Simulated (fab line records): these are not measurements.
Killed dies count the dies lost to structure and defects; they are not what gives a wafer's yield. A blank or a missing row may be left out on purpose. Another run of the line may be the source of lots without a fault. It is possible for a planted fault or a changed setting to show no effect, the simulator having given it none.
Which tool did it? ; flow sky130 ; 35 wafers from 12 lots sampled at 4 of the route's 708 steps

== WHAT THE GAUGES READ, wafer by wafer ==
SKY_VT_ADJUST_HVTP_OVL_MEAS_08. Usual: VT_ADJUST_HVTP_OVL 0.8 nm, standard deviation 1.4.
lot;measured;on;VT_ADJUST_HVTP_OVL (nm);flag
L581;day 6 07:04;overlay-02;2.6 1.5 1.7;
L583;day 6 19:55;overlay-02;-0.5 -0.4 0.3;
L584;day 7 04:10;overlay-01;0.0 0.5 1.6;
L586;day 7 13:37;overlay-02;0.1 -1.2 -2.0;
L590;day 8 15:55;overlay-02;1.1 1.1;
L596;day 10 06:31;overlay-02;1.2 0.6 1.5;
L597;day 10 13:43;overlay-02;1.3 1.2 -0.5;
L598;day 10 23:28;overlay-01;2.8 2.3 4.3;
L599;day 11 04:14;overlay-01;3.8 4.0 4.1;
L600;day 11 11:01;overlay-02;1.7 2.5 1.6;
L602;day 12 01:32;overlay-02;0.4 1.2 1.8;
L603;day 12 13:31;overlay-02;0.7 1.2 0.7;

SKY_SONOS_TUNNEL_TW_MEAS_12. Usual: SONOS_TUNNEL_TW 199.5, standard deviation 1.7.
lot;measured;on;SONOS_TUNNEL_TW;flag
L581;day 11 14:20;film-metro-04;195.1 196.0 196.6;
L583;day 12 07:00;film-metro-04;196.9 198.6 197.1;
L584;day 12 18:31;film-metro-01;199.6 200.5 199.3;
L586;day 13 07:03;film-metro-03;179.5 201.2 199.4 179.1 201.8 200.3;OFF
L590;day 14 16:30;film-metro-04;176.7 176.6 176.8 176.8;OFF
L596;day 16 15:58;film-metro-04;197.7 198.6 196.7;
L597;day 17 03:22;film-metro-04;199.4 198.2 199.7;
L598;day 17 13:16;film-metro-04;199.6 197.9 199.4;
L599;day 17 19:56;film-metro-01;200.2 199.8 200.9;
L600;day 18 03:17;film-metro-01;200.8 199.8 199.8;
L602;day 18 22:04;film-metro-04;197.0 197.9 197.4;
L603;day 19 12:49;film-metro-04;197.4 196.6 198.0;

== WHICH TOOL RAN EACH LOT (tool, then ch and the chambers of the sampled wafers, then the start) ==
lot;SKY_FIELD_ISO_ETCH_15;SKY_SONOS_TUNNEL_IMPLANT_09
L581;rie-diel-04 ch 0,2,3, day 2 10:58;implanter-04 ch 0, day 11 13:56
L583;rie-diel-03 ch 0,3, day 2 21:01;implanter-02 ch 0, day 12 06:35
L584;rie-diel-03 ch 1,2,3, day 3 02:57;implanter-02 ch 0, day 12 18:07
L586;rie-diel-03 ch 0,1,2, day 3 11:54;implanter-02 ch 0, day 13 06:38
L590;rie-diel-03 ch 3, day 4 08:03;implanter-02 ch 0, day 14 16:05
L596;rie-diel-03 ch 0,2,3, day 5 15:24;implanter-01 ch 0, day 16 15:32
L597;rie-diel-03 ch 1,3, day 5 20:40;implanter-02 ch 0, day 17 02:56
L598;rie-diel-04 ch 1,2,3, day 6 04:04;implanter-04 ch 0, day 17 12:50
L599;rie-diel-04 ch 1,2, day 6 11:46;implanter-02 ch 0, day 17 19:31
L600;rie-diel-01 ch 1,2,3, day 6 16:06;implanter-01 ch 0, day 18 02:50
L602;rie-diel-03 ch 1,2,3, day 7 03:37;implanter-02 ch 0, day 18 21:40
L603;rie-diel-01 ch 0,1,3, day 7 06:31;implanter-04 ch 0, day 19 12:23
- SKY_FIELD_ISO_ETCH_15: etches the open film in CHF3/O2, stops on Si, target depth 180 nm, time 72 s.
- SKY_SONOS_TUNNEL_IMPLANT_09

== AS READ BY THE TOOLS THEMSELVES (means over the sampled wafers that have a number; for cases with no such wafer, the mark the record gives instead) ==
SKY_FIELD_ISO_ETCH_15. Usual: drypump-motor-current-A 5.7 A, standard deviation 0.54; oes-product-au 0.948 a.u., standard deviation 0.0064; throttle-valve-pct 8.844 %, standard deviation 0.0087.
lot;tool;drypump-motor-current-A (A);oes-product-au (a.u.);throttle-valve-pct (%);flag
L581;rie-diel-04;6.0;0.946;8.837;
L583;rie-diel-03;5.2;0.944;8.841;
L584;rie-diel-03;5.4;0.955;8.839;
L586;rie-diel-03;5.9;0.947;8.847;
L590;rie-diel-03;4.8;0.951;8.843;
L596;rie-diel-03;5.5;0.949;8.840;
L597;rie-diel-03;5.5;0.947;8.846;
L598;rie-diel-04;5.9;0.940;8.841;
L599;rie-diel-04;5.8;0.943;8.843;
L600;rie-diel-01;5.7;0.948;8.850;
L602;rie-diel-03;5.4;0.951;8.853;
L603;rie-diel-01;5.7;0.950;8.847;

== THE ANSWER, worked out from the rows above alone ==
Rule: lot off if the mean of its wafers having a number is beyond 3 standard deviations from the usual mean. A lot without any number at a reading at which 4 lots or more have one is off too. All remaining lots with rows at the step are treated as sound. After the gauges, taken in route order, come the tools' own readings; for these a lot's mean is taken, as printed above. The first step at which some lot is off is used, and at that step the reading that is off furthest; a lot without a number counts as furthest.
Off: L586, L590, at SKY_SONOS_TUNNEL_TW_MEAS_12 (SONOS_TUNNEL_TW).
If a tool, at a process step before that reading, ran all the lots that are off and no sound lot after the first of them, it fits. The gauges at SKY_SONOS_TUNNEL_TW_MEAS_12 are tried like those tools. Of those tried, none fits.

== WHAT THE SIMULATOR HAD INSERTED ==
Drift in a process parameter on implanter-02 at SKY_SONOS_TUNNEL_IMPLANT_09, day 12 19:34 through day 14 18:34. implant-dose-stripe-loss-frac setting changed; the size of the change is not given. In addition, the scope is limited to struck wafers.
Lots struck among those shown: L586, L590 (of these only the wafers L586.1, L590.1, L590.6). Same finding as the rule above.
